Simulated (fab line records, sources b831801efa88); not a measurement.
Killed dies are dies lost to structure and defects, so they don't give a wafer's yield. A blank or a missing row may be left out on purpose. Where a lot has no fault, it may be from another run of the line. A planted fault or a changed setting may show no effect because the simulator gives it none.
What tool caused it? ; flow sky130 ; 33 wafers from 11 lots sampled at 5 of the route's 708 steps

WHAT EACH GAUGE READ, for each wafer
No reading from a measuring or inspecting step in the record can be judged against a usual standard deviation.

TOOL THAT RAN EACH LOT (tool first, then ch and the chambers of the sampled wafers, then the start)
lot;SKY_VIA4_ETCH_12;SKY_METAL5_SPUTTER_04;SKY_PASSIVATION_ETCH_11;SKY_PAD_OPEN_STRIP_08;SKY_PAD_OPEN_PROBE_99
L251;rie diel-01 ch 0,2,3, day 43 02:40;pvd sputter-03, day 43 04:08;rie diel-03 ch 1,2, day 45 02:02;plasma asher-02 ch 0,1, day 45 23:45;prober-02, day 46 02:05
L253;rie diel-04 ch 1,2, day 44 01:24;pvd sputter-04, day 44 02:55;rie diel-04 ch 0,2,3, day 45 23:17;plasma asher-02 ch 0,1, day 46 20:32;prober-02, day 46 23:11
L255;rie diel-01 ch 1,2, day 44 04:36;pvd sputter-02, day 44 06:05;rie diel-03 ch 2,3, day 46 02:13;plasma asher-01 ch 0,1, day 46 23:44;-
L256;rie diel-01 ch 1,2, day 44 17:31;pvd sputter-03, day 44 18:59;rie diel-02 ch 0,3, day 46 14:43;plasma asher-01 ch 0,1, day 47 10:35;-
L263;rie diel-04 ch 1,2, day 46 06:27;pvd sputter-03, day 46 08:14;rie diel-04 ch 1,2, day 48 02:04;plasma asher-03 ch 0,1, day 48 21:25;-
L264;rie diel-01 ch 0,1,3, day 46 07:39;pvd sputter-02, day 46 09:07;rie diel-02 ch 2,3, day 48 03:07;plasma asher-02 ch 0,1, day 48 22:20;prober-02, day 49 00:33
L262;rie diel-02 ch 0,1,3, day 46 07:45;pvd sputter-03, day 46 09:25;rie diel-04 ch 0,2,3, day 48 03:08;plasma asher-03 ch 0,1, day 48 22:35;-
L265;rie diel-01 ch 0,1,2, day 46 13:57;pvd sputter-03, day 46 15:31;rie diel-04 ch 1,3, day 48 08:46;plasma asher-01 ch 0,1, day 49 03:46;prober-02, day 49 05:59
L267;rie diel-01 ch 1,2,3, day 46 23:16;pvd sputter-02, day 47 01:13;rie diel-04 ch 1,3, day 48 16:49;plasma asher-01 ch 0,1, day 49 11:10;prober-02, day 49 13:29
L274;rie diel-02 ch 1,3, day 48 14:15;pvd sputter-04, day 48 15:47;rie diel-02 ch 0,1,3, day 50 04:14;plasma asher-03 ch 0,1, day 50 19:41;-
L273;rie diel-04 ch 1,2,3, day 48 14:55;pvd sputter-02, day 48 16:25;rie diel-03 ch 0,1,2, day 50 04:55;plasma asher-02 ch 0,1, day 50 20:26;-
- SKY_VIA4_ETCH_12: etches SiO2 in C4F8/O2/Ar, stops on TiN, target depth 580 nm.
- SKY_METAL5_SPUTTER_04: material TiN, target thk 70 nm, time 58.3 s.
- SKY_PASSIVATION_ETCH_11: etches the open film in CF4/O2, stops on AlCu, target depth 725 nm, time 161.1 s.
- SKY_PAD_OPEN_STRIP_08: strips in O2/N2.
- SKY_PAD_OPEN_PROBE_99

WHAT THE TOOLS THEMSELVES READ (means of the sampled wafers that have a number; where no wafer has one, the mark that the record gives instead)
SKY_VIA4_ETCH_12.
lot;tool;bias w (W);oes product au (a.u.)
L251;rie diel-01;1197;0.924
L253;rie diel-04;1201;0.925
L255;rie diel-01;1201;0.925
L256;rie diel-01;1200;0.931
L263;rie diel-04;1199;0.923
L264;rie diel-01;1201;0.924
L262;rie diel-02;1202;0.933
L265;rie diel-01;1199;0.922
L267;rie diel-01;1199;0.928
L274;rie diel-02;1201;0.927
L273;rie diel-04;1199;0.925

SKY_METAL5_SPUTTER_04.
lot;tool;throttle valve pct (%)
L251;pvd sputter-03;28.6
L253;pvd sputter-04;31.3
L255;pvd sputter-02;30.2
L256;pvd sputter-03;29.9
L263;pvd sputter-03;29.0
L264;pvd sputter-02;30.2
L262;pvd sputter-03;29.1
L265;pvd sputter-03;29.9
L267;pvd sputter-02;28.9
L274;pvd sputter-04;30.9
L273;pvd sputter-02;29.1

SKY_PASSIVATION_ETCH_11.
lot;tool;bias w (W);drypump motor current A (A);oes product au (a.u.);throttle valve pct (%)
L251;rie diel-03;150.3;5.3;0.988;5.971
L253;rie diel-04;150.1;6.0;0.971;5.961
L255;rie diel-03;149.9;5.8;0.977;5.965
L256;rie diel-02;149.9;6.2;0.980;5.957
L263;rie diel-04;149.8;5.8;0.979;5.967
L264;rie diel-02;149.8;6.3;0.972;5.959
L262;rie diel-04;149.7;6.0;0.978;5.974
L265;rie diel-04;150.1;6.1;0.990;5.961
L267;rie diel-04;150.0;6.0;0.982;5.962
L274;rie diel-02;149.6;5.9;0.977;5.954
L273;rie diel-03;150.2;5.5;0.984;5.968

SKY_PAD_OPEN_STRIP_08.
lot;tool;chamber pressure mTorr (mTorr);drypump motor current A (A);oes product au (a.u.)
L251;plasma asher-02;1499.3;5.6;0.666
L253;plasma asher-02;1499.9;5.6;0.659
L255;plasma asher-01;1501.0;5.7;0.661
L256;plasma asher-01;1499.5;5.7;0.665
L263;plasma asher-03;1500.4;6.4;0.661
L264;plasma asher-02;-;-;-
L262;plasma asher-03;-;-;-
L265;plasma asher-01;-;-;-
L267;plasma asher-01;1499.0;5.7;0.665
L274;plasma asher-03;1500.7;6.3;0.661
L273;plasma asher-02;1499.3;5.6;0.666

SKY_PAD_OPEN_PROBE_99.
lot;tool;defect limited yield (%);killed_at_M0_to_M3;killed_at_M4_up;killed at contacts;killed at front end;killed at other;killed dies;killed open;killed short;sort_bin_3_pad_short (%);sort_bin_5_function (%);sort_bin_6_memory (%);sort_bin_8_speed (%);sort n pass;sort yield pct (%)
L251;prober-02;83.8;33;1.7;23;22;0.0;80;38;41;0.9;10.1;5.2;0.1;412;83.7
L253;prober-02;81.1;47;1.3;27;17;0.7;93;55;37;0.9;10.9;7.1;0.7;396;80.4
L264;prober-02;82.7;45;2.3;26;12;0.0;85;48;37;0.4;11.1;5.9;3.3;391;79.4
L265;prober-02;83.5;41;2.7;24;12;0.7;81;44;36;0.9;9.5;6.1;0.5;408;83.0
L267;prober-02;81.8;40;3.7;26;20;0.0;89;50;40;0.9;11.2;6.0;0.0;403;81.8

THE ANSWER, worked out from the rows above alone
Rule: what is usual is taken from the lots themselves. The widest of any qualifying gaps counts: lots, ordered by their means at a reading, are off when they make up no more than a third of the lots, leave a main group of 4 or more, and stand apart from it by 3 or more times the standard deviation of that group's means. If all means in a main group match to the digits the tables above print for the reading, that group is not used. A lot without any number at a reading at which 4 lots or more have one is off too. All remaining lots with rows at the step are treated as sound. After the gauges, taken in route order, come the tools' own readings; for these a lot's mean is taken, as printed above. At the first step where some lot is off, the reading lying furthest off is the one used; lots without a number count as furthest.
Off: L264, L262, L265 (SKY_PAD_OPEN_STRIP_08, chamber pressure mTorr). Without a number there: L264, L262, L265. Main group: mean 1499.9 mTorr, sd 0.69.
If a tool, at that step or one of the process steps before it, ran each lot that is off and ran no sound lot following the first of them, it fits. Not one of the candidates tried fits.

WHAT WAS PUT IN BY THE SIMULATOR
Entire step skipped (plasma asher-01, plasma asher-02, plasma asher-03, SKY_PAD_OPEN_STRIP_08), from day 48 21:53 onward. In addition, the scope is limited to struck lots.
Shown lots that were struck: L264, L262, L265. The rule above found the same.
